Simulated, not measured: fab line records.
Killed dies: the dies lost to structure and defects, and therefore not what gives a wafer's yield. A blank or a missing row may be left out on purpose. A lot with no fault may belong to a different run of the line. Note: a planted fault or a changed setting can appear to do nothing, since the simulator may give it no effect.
fab line records | flow sky130 | part 1 of 2: steps 1 to 24 of 35
record: lots: 5 | wafers: 15 | lastDay: 50
route steps=708 shown VT_ADJUST_LVTN@110 VT_ADJUST_NCORE@119 VT_ADJUST_HVTR@131 VT_ADJUST_PCH@143
lots with no fault: from the same line, run without faults
startH: the number of hours between the record's first day and the start of the first shown wafer of the lot | waitH: hours from the lot's prior step to this one | " identical to the entry in the row above | L1.1+2: one row covering several wafers at once | - no value, or no start given | * or withheld: withheld | < > ~ a bound
route shown NAME@n: NAME is a module with steps in the file, n the number in the route of the first one | usual: mean/standard deviation of fault-free wafers | same: alike in all rows | chamber/n: place in a boat | sites: each site's reading | _std_site: their standard deviation | _edge_site: the outer-site mean with the inner-site mean subtracted | radiusMm: for every site, how far away it sits from the centre of the wafer | mask NAME#n: copy n | behind: tool/chamber where the wafer was last shaped | hold: why the lot went on hold/how many hours it stayed there/how the hold came to an end | device: the n, p or np transistor that did not switch | end of line: the route-end tests of the same wafers | a step with no rows: only its recipe | killed: at the first sort, the dies lost to defects and structure; wafer yield is something else | map: shows each die of a wafer: x if killed, . if not, _ if none is there
set.NAME: the setting the step ran with; set.NAME@STEP: the setting that earlier step ran with | model.NAME: the simulator's own value behind a step, which no gauge read
a table for each step, a row for each wafer; lots at some steps of the route
services: the hour from which a tool's chamber was out of use, counted from the record's first day as startH (under 0 if before that day), plus the number of hours and why
== steps ==
step: SKY_VT_ADJUST_LVTN_COAT_13
recipe: resist: NOVOLAK | spinRpm: 3000 | resistThkNm: 1140
usual: dispensePressureKPa: 52.1/1.6 | exhaustPa: 45.1/0.9
lot.wafer | tool          | chamber | startH | waitH | dispensePressureKPa | exhaustPa
L075.2    | lithoTrack-03 | 0       | 171.68 | 0.1   | 50.8                | 44.7
L075.4    | "             | 0       | "      | "     | 50.9                | 45.6
L075.6    | "             | 0       | "      | "     | 50.9                | 46.4
L077.1    | lithoTrack-04 | 0       | 177.66 | 0.1   | 51.1                | 46.5
L077.2    | "             | 0       | "      | "     | 51.1                | 44.9
L077.6    | "             | 0       | "      | "     | 51.1                | 44.2
L080.1    | lithoTrack-04 | 0       | 201.66 | 0.1   | 51.1                | 45.4
L080.2    | "             | 0       | "      | "     | 51.1                | 44.1
L080.5    | "             | 0       | "      | "     | 51.1                | 45.0
L090.2    | lithoTrack-02 | 0       | 255.11 | 0.1   | 54.3                | 43.9
L090.4    | "             | 0       | "      | "     | 54.3                | 44.0
L090.6    | "             | 0       | "      | "     | 54.4                | 44.7
L096.1    | lithoTrack-02 | 0       | 297.68 | 0.1   | 54.3                | 44.1
L096.2    | "             | 0       | "      | "     | 54.3                | 45.1
L096.3    | "             | 0       | "      | "     | 54.3                | 45.9
step: SKY_VT_ADJUST_LVTN_SOFTBAKE_14
recipe: tempC: 90 | timeS: 60 | resist: NOVOLAK
usual: exhaustPa: 45.0/0.88 | plateTempC: 90.02/0.12
lot.wafer | tool          | chamber | startH | waitH | exhaustPa | plateTempC
L075.2    | lithoTrack-03 | 0       | 171.83 | 0.1   | 44.0      | 90.11
L075.4    | "             | 0       | "      | "     | 44.1      | 90.10
L075.6    | "             | 0       | "      | "     | 44.0      | 90.12
L077.1    | lithoTrack-04 | 0       | 177.81 | 0.1   | 46.6      | 89.98
L077.2    | "             | 0       | "      | "     | 46.9      | 89.99
L077.6    | "             | 0       | "      | "     | 45.4      | 89.91
L080.1    | lithoTrack-04 | 0       | 201.81 | 0.1   | 45.7      | 90.06
L080.2    | "             | 0       | "      | "     | 45.0      | 90.15
L080.5    | "             | 0       | "      | "     | 45.1      | 90.18
L090.2    | lithoTrack-02 | 0       | 255.26 | 0.1   | 45.5      | 89.82
L090.4    | "             | 0       | "      | "     | 46.8      | 89.96
L090.6    | "             | 0       | "      | "     | 46.2      | 90.04
L096.1    | lithoTrack-02 | 0       | 297.83 | 0.1   | 44.4      | 90.01
L096.2    | "             | 0       | "      | "     | 44.2      | 90.02
L096.3    | "             | 0       | "      | "     | 43.8      | 89.87
step: SKY_VT_ADJUST_LVTN_EXPOSE_15
recipe: maskId: HVN_STD_DERIVED | na: 0.6 | sourceShape: conventional | sigmaOuter: 0.6 | polarization: unpolarized | targetCdNm: 600 | doseMj: 163
same: na: 0.6
lot.wafer  | tool            | chamber | startH | waitH | mask
L075.2+4+6 | ilineStepper-02 | 0       | -      | -     | HVN_STD_DERIVED#0
L077.1+2+6 | ilineStepper-01 | 0       | -      | -     | HVN_STD_DERIVED#0
L080.1+2+5 | ilineStepper-01 | 0       | -      | -     | HVN_STD_DERIVED#0
L090.2+4+6 | ilineStepper-01 | 0       | -      | -     | HVN_STD_DERIVED#0
L096.1+2+3 | ilineStepper-02 | 0       | -      | -     | HVN_STD_DERIVED#0
step: SKY_VT_ADJUST_LVTN_PEB_16
recipe: tempC: withheld | timeS: * | resist: NOVOLAK
usual: exhaustPa: 45.1/1.1
lot.wafer | tool          | chamber | startH | waitH | exhaustPa
L075.2    | lithoTrack-04 | 0       | -      | -     | 46.0
L075.4    | "             | 0       | "      | "     | 46.3
L075.6    | "             | 0       | "      | "     | 45.1
L077.1    | lithoTrack-02 | 0       | -      | -     | 46.5
L077.2    | "             | 0       | "      | "     | 46.7
L077.6    | "             | 0       | "      | "     | 47.2
L080.1    | lithoTrack-04 | 0       | -      | -     | 45.4
L080.2    | "             | 0       | "      | "     | 44.4
L080.5    | "             | 0       | "      | "     | 46.4
L090.2    | lithoTrack-03 | 0       | -      | -     | 45.9
L090.4    | "             | 0       | "      | "     | 44.3
L090.6    | "             | 0       | "      | "     | 44.3
L096.1    | lithoTrack-04 | 0       | -      | -     | 43.9
L096.2    | "             | 0       | "      | "     | 45.1
L096.3    | "             | 0       | "      | "     | 46.0
step: SKY_VT_ADJUST_LVTN_DEVELOP_17
recipe: resist: NOVOLAK | developer: TMAH | developTimeS: 60 | devTempC: 23
usual: developerTempC: 23.01/0.11 | exhaustPa: 45.1/0.94
lot.wafer | tool          | chamber | startH | waitH | developerTempC | exhaustPa
L075.2    | lithoTrack-04 | 0       | 181.89 | 0.1   | 22.86          | 42.4
L075.4    | "             | 0       | "      | "     | 23.26          | 43.9
L075.6    | "             | 0       | "      | "     | 23.22          | 44.3
L077.1    | lithoTrack-02 | 0       | 187.68 | 0.1   | 22.95          | 45.4
L077.2    | "             | 0       | "      | "     | 23.15          | 45.9
L077.6    | "             | 0       | "      | "     | 23.09          | 44.1
L080.1    | lithoTrack-04 | 0       | 211.56 | 0.1   | 22.94          | 45.4
L080.2    | "             | 0       | "      | "     | 22.84          | 46.5
L080.5    | "             | 0       | "      | "     | 23.00          | 46.3
L090.2    | lithoTrack-03 | 0       | 267.03 | 0.1   | 22.98          | 45.9
L090.4    | "             | 0       | "      | "     | 23.13          | 45.7
L090.6    | "             | 0       | "      | "     | 23.27          | 45.9
L096.1    | lithoTrack-04 | 0       | 310.11 | 0.1   | 22.99          | 45.9
L096.2    | "             | 0       | "      | "     | 22.98          | 45.1
L096.3    | "             | 0       | "      | "     | 23.10          | 45.4
step: SKY_VT_ADJUST_LVTN_OVL_MEAS_18
usual: VT_ADJUST_LVTN_01_OVL: 0.2/1.2
lot.wafer | tool       | chamber | startH | waitH | VT_ADJUST_LVTN_01_OVL[nm]
L075.2    | overlay-02 | -       | 182.02 | 0.1   | 3.6
L075.4    | "          | -       | "      | "     | 0.7
L075.6    | "          | -       | "      | "     | 1.6
L077.1    | overlay-02 | -       | 187.83 | 0.1   | 0.6
L077.2    | "          | -       | "      | "     | 0.3
L077.6    | "          | -       | "      | "     | 2.6
L080.1    | overlay-02 | -       | 211.71 | 0.1   | 0.2
L080.2    | "          | -       | "      | "     | -1.2
L080.5    | "          | -       | "      | "     | 0.8
L090.2    | overlay-01 | -       | 267.16 | 0.1   | -1.4
L090.4    | "          | -       | "      | "     | -1.4
L090.6    | "          | -       | "      | "     | -1.0
L096.1    | overlay-01 | -       | 310.26 | 0.1   | 0.3
L096.2    | "          | -       | "      | "     | 2.2
L096.3    | "          | -       | "      | "     | 0.0
step: SKY_VT_ADJUST_LVTN_IMPLANT_19
recipe: species: B | energyKev: 30 | doseCm2: 6.5e+11 | tiltDeg: withheld
lot.wafer  | tool         | chamber | startH | waitH
L075.2+4+6 | implanter-02 | 0       | 182.07 | 0.0
L077.1+2+6 | implanter-04 | 0       | 187.87 | 0.0
L080.1+2+5 | implanter-02 | 0       | 211.75 | 0.0
L090.2+4+6 | implanter-02 | 0       | 267.22 | 0.0
L096.1+2+3 | implanter-02 | 0       | 310.30 | 0.0
step: SKY_VT_ADJUST_LVTN_STRIP_20
recipe: chemistry: O2/N2 | powerW: 1400 | pressureMtorr: 1500 | platenTempC: withheld | o2FlowSccm: 3000 | n2FlowSccm: 300 | overashFraction: 0.5
usual: drypumpMotorCurrentA: 5.9/0.55 | oesProductAu: 0.715/0.0046 | stripTimeToEndpointS: 14.18/0.045
lot.wafer | tool           | chamber | startH | waitH | drypumpMotorCurrentA | oesProductAu | rfHoursCounterH | stripTimeToEndpointS
L075.2    | plasmaAsher-02 | 1       | 182.20 | 0.1   | 5.0                  | 0.710        | 51              | 14.19
L075.4    | "              | 1       | "      | "     | 5.0                  | 0.727        | -               | 14.19
L075.6    | "              | 1       | "      | "     | 5.0                  | 0.709        | -               | 14.17
L077.1    | plasmaAsher-01 | 0       | 188.02 | 0.1   | 5.5                  | 0.712        | 51              | 14.25
L077.2    | "              | 1       | "      | "     | 6.7                  | 0.706        | 51              | 14.26
L077.6    | "              | 0       | "      | "     | 5.6                  | 0.716        | -               | 14.20
L080.1    | plasmaAsher-03 | 0       | 211.90 | 0.1   | 6.4                  | 0.717        | 9               | 14.19
L080.2    | "              | 1       | "      | "     | 5.9                  | 0.708        | 9               | 14.16
L080.5    | "              | 0       | "      | "     | 6.4                  | 0.719        | -               | 14.15
L090.2    | plasmaAsher-03 | 1       | 267.34 | 0.1   | 5.9                  | 0.721        | 15              | 14.21
L090.4    | "              | 1       | "      | "     | 5.9                  | 0.710        | -               | 14.24
L090.6    | "              | 1       | "      | "     | 5.9                  | 0.707        | -               | 14.20
L096.1    | plasmaAsher-01 | 0       | 310.45 | 0.1   | 5.6                  | 0.714        | 61              | 14.20
L096.2    | "              | 1       | "      | "     | 6.7                  | 0.719        | 61              | 14.20
L096.3    | "              | 1       | "      | "     | 6.7                  | 0.713        | -               | 14.22
step: SKY_VT_ADJUST_LVTN_TW_MEAS_21
usual: VT_ADJUST_LVTN_2_TW: 187.3/0.87
lot.wafer | tool         | chamber | startH | waitH | VT_ADJUST_LVTN_2_TW
L075.2    | filmMetro-02 | -       | 182.31 | 0.1   | 187.6
L075.4    | "            | -       | "      | "     | 188.0
L075.6    | "            | -       | "      | "     | 189.0
L077.1    | filmMetro-02 | -       | 188.12 | 0.1   | 188.1
L077.2    | "            | -       | "      | "     | 188.1
L077.6    | "            | -       | "      | "     | 189.1
L080.1    | filmMetro-04 | -       | 212.00 | 0.1   | 186.4
L080.2    | "            | -       | "      | "     | 187.3
L080.5    | "            | -       | "      | "     | 187.9
L090.2    | filmMetro-04 | -       | 267.45 | 0.1   | 185.8
L090.4    | "            | -       | "      | "     | 186.0
L090.6    | "            | -       | "      | "     | 186.5
L096.1    | filmMetro-03 | -       | 310.55 | 0.1   | 187.1
L096.2    | "            | -       | "      | "     | 187.4
L096.3    | "            | -       | "      | "     | 187.1
step: SKY_VT_ADJUST_NCORE_DEHYDRATE_00
recipe: tempC: 200 | timeS: 60
usual: exhaustPa: 45.0/1.1 | plateTempC: 199.99/0.15
lot.wafer | tool          | chamber | startH | waitH | exhaustPa | plateTempC
L075.2    | lithoTrack-01 | 0       | 191.77 | 9.5   | 46.2      | 199.98
L075.4    | "             | 0       | "      | "     | 45.3      | 199.71
L075.6    | "             | 0       | "      | "     | 45.0      | 199.66
L077.1    | lithoTrack-04 | 0       | 198.11 | 10.0  | 45.8      | 200.02
L077.2    | "             | 0       | "      | "     | 44.4      | 199.97
L077.6    | "             | 0       | "      | "     | 44.4      | 200.24
L080.1    | lithoTrack-04 | 0       | 222.16 | 10.2  | 45.7      | 200.06
L080.2    | "             | 0       | "      | "     | 46.4      | 199.98
L080.5    | "             | 0       | "      | "     | 45.0      | 199.90
L090.2    | lithoTrack-04 | 0       | 277.98 | 10.5  | 46.6      | 200.04
L090.4    | "             | 0       | "      | "     | 45.3      | 200.01
L090.6    | "             | 0       | "      | "     | 44.9      | 200.01
L096.1    | lithoTrack-04 | 0       | 322.16 | 11.6  | 45.2      | 199.88
L096.2    | "             | 0       | "      | "     | 44.0      | 200.11
L096.3    | "             | 0       | "      | "     | 44.8      | 200.12
step: SKY_VT_ADJUST_NCORE_HMDS_01
recipe: primeTimeS: 60 | primeTempC: 120
usual: exhaustPa: 45.1/0.98
same: primeTimeS: 60
lot.wafer | tool          | chamber | startH | waitH | exhaustPa
L075.2    | lithoTrack-01 | 0       | 191.92 | 0.1   | 45.1
L075.4    | "             | 0       | "      | "     | 45.8
L075.6    | "             | 0       | "      | "     | 45.6
L077.1    | lithoTrack-04 | 0       | 198.26 | 0.1   | 43.3
L077.2    | "             | 0       | "      | "     | 43.7
L077.6    | "             | 0       | "      | "     | 44.6
L080.1    | lithoTrack-04 | 0       | 222.31 | 0.1   | 45.5
L080.2    | "             | 0       | "      | "     | 46.6
L080.5    | "             | 0       | "      | "     | 46.4
L090.2    | lithoTrack-04 | 0       | 278.13 | 0.1   | 45.4
L090.4    | "             | 0       | "      | "     | 46.3
L090.6    | "             | 0       | "      | "     | 45.9
L096.1    | lithoTrack-04 | 0       | 322.31 | 0.1   | 45.5
L096.2    | "             | 0       | "      | "     | 47.2
L096.3    | "             | 0       | "      | "     | 45.6
step: SKY_VT_ADJUST_NCORE_COAT_02
recipe: resist: NOVOLAK | spinRpm: 3000 | resistThkNm: 1140
usual: dispensePressureKPa: 48/4.1 | exhaustPa: 45.1/0.92
lot.wafer | tool          | chamber | startH | waitH | dispensePressureKPa | exhaustPa
L075.2    | lithoTrack-01 | 0       | 192.07 | 0.1   | 42                  | 44.9
L075.4    | "             | 0       | "      | "     | 42                  | 46.4
L075.6    | "             | 0       | "      | "     | 42                  | 44.8
L077.1    | lithoTrack-04 | 0       | 198.41 | 0.1   | 51                  | 43.9
L077.2    | "             | 0       | "      | "     | 51                  | 43.5
L077.6    | "             | 0       | "      | "     | 51                  | 44.8
L080.1    | lithoTrack-04 | 0       | 222.46 | 0.1   | 51                  | 44.3
L080.2    | "             | 0       | "      | "     | 51                  | 43.9
L080.5    | "             | 0       | "      | "     | 51                  | 45.1
L090.2    | lithoTrack-04 | 0       | 278.28 | 0.1   | 51                  | 44.9
L090.4    | "             | 0       | "      | "     | 51                  | 42.8
L090.6    | "             | 0       | "      | "     | 51                  | 44.2
L096.1    | lithoTrack-04 | 0       | 322.46 | 0.1   | 51                  | 43.9
L096.2    | "             | 0       | "      | "     | 51                  | 44.9
L096.3    | "             | 0       | "      | "     | 51                  | 45.2
step: SKY_VT_ADJUST_NCORE_SOFTBAKE_03
recipe: tempC: 90 | timeS: 60 | resist: NOVOLAK
usual: exhaustPa: 44.9/0.84 | plateTempC: 90.00/0.13
lot.wafer | tool          | chamber | startH | waitH | exhaustPa | plateTempC
L075.2    | lithoTrack-01 | 0       | 192.22 | 0.1   | 47.2      | 90.16
L075.4    | "             | 0       | "      | "     | 45.7      | 90.13
L075.6    | "             | 0       | "      | "     | 45.2      | 90.05
L077.1    | lithoTrack-04 | 0       | 198.56 | 0.1   | 43.3      | 90.06
L077.2    | "             | 0       | "      | "     | 44.8      | 89.93
L077.6    | "             | 0       | "      | "     | 45.8      | 89.99
L080.1    | lithoTrack-04 | 0       | 222.61 | 0.1   | 44.1      | 90.04
L080.2    | "             | 0       | "      | "     | 44.6      | 90.01
L080.5    | "             | 0       | "      | "     | 45.0      | 89.92
L090.2    | lithoTrack-04 | 0       | 278.43 | 0.1   | 45.7      | 90.26
L090.4    | "             | 0       | "      | "     | 45.1      | 89.97
L090.6    | "             | 0       | "      | "     | 45.2      | 90.10
L096.1    | lithoTrack-04 | 0       | 322.61 | 0.1   | 45.8      | 90.00
L096.2    | "             | 0       | "      | "     | 44.7      | 89.96
L096.3    | "             | 0       | "      | "     | 45.2      | 90.01
step: SKY_VT_ADJUST_NCORE_EXPOSE_04
recipe: maskId: LVTN_COMPLEMENT_THIN | na: 0.6 | sourceShape: conventional | sigmaOuter: 0.6 | polarization: unpolarized | targetCdNm: 380 | doseMj: 139
same: na: 0.6
lot.wafer  | tool            | chamber | startH | waitH | mask
L075.2+4+6 | ilineStepper-01 | 0       | -      | -     | LVTN_COMPLEMENT_THIN#0
L077.1+2+6 | ilineStepper-01 | 0       | -      | -     | LVTN_COMPLEMENT_THIN#0
L080.1+2+5 | ilineStepper-01 | 0       | -      | -     | LVTN_COMPLEMENT_THIN#0
L090.2+4+6 | ilineStepper-01 | 0       | -      | -     | LVTN_COMPLEMENT_THIN#0
L096.1+2+3 | ilineStepper-01 | 0       | -      | -     | LVTN_COMPLEMENT_THIN#0
step: SKY_VT_ADJUST_NCORE_PEB_05
recipe: tempC: withheld | timeS: * | resist: NOVOLAK
usual: exhaustPa: 45.1/0.96
lot.wafer | tool          | chamber | startH | waitH | exhaustPa
L075.2    | lithoTrack-03 | 0       | -      | -     | 45.3
L075.4    | "             | 0       | "      | "     | 45.7
L075.6    | "             | 0       | "      | "     | 45.8
L077.1    | lithoTrack-01 | 0       | -      | -     | 45.8
L077.2    | "             | 0       | "      | "     | 44.9
L077.6    | "             | 0       | "      | "     | 46.8
L080.1    | lithoTrack-03 | 0       | -      | -     | 44.1
L080.2    | "             | 0       | "      | "     | 44.4
L080.5    | "             | 0       | "      | "     | 45.8
L090.2    | lithoTrack-01 | 0       | -      | -     | 46.1
L090.4    | "             | 0       | "      | "     | 45.4
L090.6    | "             | 0       | "      | "     | 46.6
L096.1    | lithoTrack-01 | 0       | -      | -     | 44.4
L096.2    | "             | 0       | "      | "     | 43.5
L096.3    | "             | 0       | "      | "     | 45.4
step: SKY_VT_ADJUST_NCORE_DEVELOP_06
recipe: resist: NOVOLAK | developer: TMAH | developTimeS: 60 | devTempC: 23
usual: developerTempC: 23.03/0.11 | exhaustPa: 44.9/0.8
lot.wafer | tool          | chamber | startH | waitH | developerTempC | exhaustPa
L075.2    | lithoTrack-03 | 0       | 202.58 | 0.1   | 23.00          | 45.8
L075.4    | "             | 0       | "      | "     | 23.09          | 46.1
L075.6    | "             | 0       | "      | "     | 22.94          | 45.6
L077.1    | lithoTrack-01 | 0       | 208.15 | 0.1   | 23.05          | 46.0
L077.2    | "             | 0       | "      | "     | 23.03          | 46.2
L077.6    | "             | 0       | "      | "     | 22.99          | 45.7
L080.1    | lithoTrack-03 | 0       | 234.01 | 0.1   | 23.07          | 44.2
L080.2    | "             | 0       | "      | "     | 23.14          | 44.6
L080.5    | "             | 0       | "      | "     | 23.03          | 44.6
L090.2    | lithoTrack-01 | 0       | 290.27 | 0.1   | 22.92          | 45.4
L090.4    | "             | 0       | "      | "     | 22.94          | 45.5
L090.6    | "             | 0       | "      | "     | 22.83          | 44.9
L096.1    | lithoTrack-01 | 0       | 335.59 | 0.1   | 22.93          | 45.6
L096.2    | "             | 0       | "      | "     | 23.21          | 45.8
L096.3    | "             | 0       | "      | "     | 23.19          | 46.3
step: SKY_VT_ADJUST_NCORE_CD_MEAS_07
recipe: targetCdNm: 380
usual: cdNm: 379.6/2.1
lot.wafer | tool     | chamber | startH | waitH | cdNm
L075.2    | cdSem-02 | -       | 202.73 | 0.1   | 379.3
L075.4    | "        | -       | "      | "     | 378.2
L075.6    | "        | -       | "      | "     | 380.7
L077.1    | cdSem-01 | -       | 208.30 | 0.1   | 381.2
L077.2    | "        | -       | "      | "     | 381.6
L077.6    | "        | -       | "      | "     | 382.3
L080.1    | cdSem-01 | -       | 234.18 | 0.1   | 380.5
L080.2    | "        | -       | "      | "     | 383.1
L080.5    | "        | -       | "      | "     | 384.5
L090.2    | cdSem-02 | -       | 290.41 | 0.1   | 381.3
L090.4    | "        | -       | "      | "     | 383.1
L090.6    | "        | -       | "      | "     | 380.0
L096.1    | cdSem-01 | -       | 335.74 | 0.1   | 381.3
L096.2    | "        | -       | "      | "     | 381.0
L096.3    | "        | -       | "      | "     | 378.4
step: SKY_VT_ADJUST_NCORE_OVL_MEAS_08
usual: VT_ADJUST_NCORE_OVL: 1.1/1.5
lot.wafer | tool       | chamber | startH | waitH | VT_ADJUST_NCORE_OVL[nm]
L075.2    | overlay-01 | -       | 202.83 | 0.1   | 2.1
L075.4    | "          | -       | "      | "     | 2.5
L075.6    | "          | -       | "      | "     | 2.3
L077.1    | overlay-01 | -       | 208.42 | 0.1   | 1.5
L077.2    | "          | -       | "      | "     | -1.1
L077.6    | "          | -       | "      | "     | -0.1
L080.1    | overlay-01 | -       | 234.30 | 0.1   | 0.5
L080.2    | "          | -       | "      | "     | 2.2
L080.5    | "          | -       | "      | "     | 2.6
L090.2    | overlay-01 | -       | 290.52 | 0.1   | 2.3
L090.4    | "          | -       | "      | "     | 3.4
L090.6    | "          | -       | "      | "     | 1.5
L096.1    | overlay-01 | -       | 335.86 | 0.1   | -2.1
L096.2    | "          | -       | "      | "     | -0.5
L096.3    | "          | -       | "      | "     | 0.1
step: SKY_VT_ADJUST_NCORE_IMPLANT_09
recipe: species: B | energyKev: 10 | doseCm2: 2.4e+12 | tiltDeg: withheld
lot.wafer  | tool         | chamber | startH | waitH
L075.2+4+6 | implanter-04 | 0       | 202.89 | 0.0
L077.1+2+6 | implanter-04 | 0       | 208.47 | 0.0
L080.1+2+5 | implanter-03 | 0       | 234.34 | 0.0
L090.2+4+6 | implanter-01 | 0       | 290.58 | 0.0
L096.1+2+3 | implanter-04 | 0       | 335.90 | 0.0
step: SKY_VT_ADJUST_NCORE_STRIP_10
recipe: chemistry: O2/N2 | powerW: 1400 | pressureMtorr: 1500 | platenTempC: withheld | o2FlowSccm: 3000 | n2FlowSccm: 300 | overashFraction: 0.5
usual: drypumpMotorCurrentA: 6.0/0.34 | oesProductAu: 0.717/0.0043 | stripTimeToEndpointS: 14.19/0.042
lot.wafer | tool           | chamber | startH | waitH | drypumpMotorCurrentA | oesProductAu | rfHoursCounterH | stripTimeToEndpointS
L075.2    | plasmaAsher-04 | 1       | 203.01 | 0.1   | 5.6                  | 0.721        | 39              | 14.21
L075.4    | "              | 1       | "      | "     | 5.6                  | 0.720        | -               | 14.20
L075.6    | "              | 1       | "      | "     | 5.6                  | 0.716        | -               | 14.21
L077.1    | plasmaAsher-03 | 1       | 208.62 | 0.1   | 5.9                  | 0.712        | 9               | 14.15
L077.2    | "              | 0       | "      | "     | 6.4                  | 0.710        | 9               | 14.15
L077.6    | "              | 1       | "      | "     | 5.9                  | 0.712        | -               | 14.14
L080.1    | plasmaAsher-04 | 1       | 234.49 | 0.1   | 5.6                  | 0.717        | 42              | 14.19
L080.2    | "              | 0       | "      | "     | 6.0                  | 0.712        | 42              | 14.22
L080.5    | "              | 1       | "      | "     | 5.6                  | 0.716        | -               | 14.19
L090.2    | plasmaAsher-04 | 0       | 290.70 | 0.1   | 6.0                  | 0.721        | 48              | 14.14
L090.4    | "              | 0       | "      | "     | 6.0                  | 0.711        | -               | 14.15
L090.6    | "              | 1       | "      | "     | 5.6                  | 0.718        | -               | 14.19
L096.1    | plasmaAsher-01 | 1       | 336.05 | 0.1   | 6.7                  | 0.723        | 63              | 14.18
L096.2    | "              | 0       | "      | "     | 5.5                  | 0.720        | 63              | 14.12
L096.3    | "              | 0       | "      | "     | 5.6                  | 0.718        | -               | 14.16
step: SKY_VT_ADJUST_NCORE_TW_MEAS_11
usual: VT_ADJUST_NCORE_TW: 217.8/0.95
lot.wafer | tool         | chamber | startH | waitH | VT_ADJUST_NCORE_TW
L075.2    | filmMetro-02 | -       | 203.12 | 0.1   | 218.6
L075.4    | "            | -       | "      | "     | 219.7
L075.6    | "            | -       | "      | "     | 219.2
L077.1    | filmMetro-04 | -       | 208.72 | 0.1   | 218.5
L077.2    | "            | -       | "      | "     | 218.1
L077.6    | "            | -       | "      | "     | 217.1
L080.1    | filmMetro-01 | -       | 234.59 | 0.1   | 216.3
L080.2    | "            | -       | "      | "     | 215.9
L080.5    | "            | -       | "      | "     | 216.0
L090.2    | filmMetro-04 | -       | 290.81 | 0.1   | 216.9
L090.4    | "            | -       | "      | "     | 217.7
L090.6    | "            | -       | "      | "     | 217.7
L096.1    | filmMetro-04 | -       | 336.15 | 0.1   | 218.8
L096.2    | "            | -       | "      | "     | 217.6
L096.3    | "            | -       | "      | "     | 218.1
step: SKY_VT_ADJUST_HVTR_DEHYDRATE_00
recipe: tempC: 200 | timeS: 60
usual: exhaustPa: 44.7/0.85 | plateTempC: 199.99/0.21
lot.wafer | tool          | chamber | startH | waitH | exhaustPa | plateTempC
L075.2    | lithoTrack-01 | 0       | 212.77 | 9.6   | 44.5      | 199.87
L075.4    | "             | 0       | "      | "     | 43.2      | 199.89
L075.6    | "             | 0       | "      | "     | 43.4      | 200.09
L077.1    | lithoTrack-04 | 0       | 218.66 | 9.9   | 46.0      | 199.98
L077.2    | "             | 0       | "      | "     | 46.0      | 199.99
L077.6    | "             | 0       | "      | "     | 45.2      | 200.15
L080.1    | lithoTrack-01 | 0       | 245.25 | 10.6  | 45.3      | 200.07
L080.2    | "             | 0       | "      | "     | 45.0      | 199.74
L080.5    | "             | 0       | "      | "     | 45.3      | 199.98
L090.2    | lithoTrack-04 | 0       | 303.83 | 13.0  | 46.3      | 200.23
L090.4    | "             | 0       | "      | "     | 44.9      | 200.32
L090.6    | "             | 0       | "      | "     | 45.9      | 200.00
L096.1    | lithoTrack-02 | 0       | 348.58 | 12.4  | 44.3      | 200.14
L096.2    | "             | 0       | "      | "     | 45.1      | 200.03
L096.3    | "             | 0       | "      | "     | 44.9      | 200.35
step: SKY_VT_ADJUST_HVTR_HMDS_01
recipe: primeTimeS: 60 | primeTempC: 120
usual: exhaustPa: 45.0/0.86
same: primeTimeS: 60
lot.wafer | tool          | chamber | startH | waitH | exhaustPa
L075.2    | lithoTrack-01 | 0       | 212.92 | 0.1   | 44.2
L075.4    | "             | 0       | "      | "     | 45.7
L075.6    | "             | 0       | "      | "     | 44.8
L077.1    | lithoTrack-04 | 0       | 218.81 | 0.1   | 43.4
L077.2    | "             | 0       | "      | "     | 43.4
L077.6    | "             | 0       | "      | "     | 44.8
L080.1    | lithoTrack-01 | 0       | 245.40 | 0.1   | 43.8
L080.2    | "             | 0       | "      | "     | 44.7
L080.5    | "             | 0       | "      | "     | 45.2
L090.2    | lithoTrack-04 | 0       | 303.98 | 0.1   | 46.4
L090.4    | "             | 0       | "      | "     | 45.3
L090.6    | "             | 0       | "      | "     | 46.2
L096.1    | lithoTrack-02 | 0       | 348.73 | 0.1   | 44.3
L096.2    | "             | 0       | "      | "     | 45.7
L096.3    | "             | 0       | "      | "     | 45.0
step: SKY_VT_ADJUST_HVTR_COAT_02
recipe: resist: NOVOLAK | spinRpm: 3000 | resistThkNm: 1140
usual: dispensePressureKPa: 51/4.2 | exhaustPa: 45.2/0.79
lot.wafer | tool          | chamber | startH | waitH | dispensePressureKPa | exhaustPa
L075.2    | lithoTrack-01 | 0       | 213.07 | 0.1   | 42                  | 46.1
L075.4    | "             | 0       | "      | "     | 42                  | 44.8
L075.6    | "             | 0       | "      | "     | 42                  | 46.1
L077.1    | lithoTrack-04 | 0       | 218.96 | 0.1   | 51                  | 44.2
L077.2    | "             | 0       | "      | "     | 51                  | 46.0
L077.6    | "             | 0       | "      | "     | 51                  | 44.8
L080.1    | lithoTrack-01 | 0       | 245.55 | 0.1   | 42                  | 44.7
L080.2    | "             | 0       | "      | "     | 42                  | 45.2
L080.5    | "             | 0       | "      | "     | 42                  | 46.3
L090.2    | lithoTrack-04 | 0       | 304.13 | 0.1   | 51                  | 44.2
L090.4    | "             | 0       | "      | "     | 51                  | 44.8
L090.6    | "             | 0       | "      | "     | 51                  | 44.2
L096.1    | lithoTrack-02 | 0       | 348.88 | 0.1   | 54                  | 43.4
L096.2    | "             | 0       | "      | "     | 54                  | 45.3
L096.3    | "             | 0       | "      | "     | 54                  | 43.7
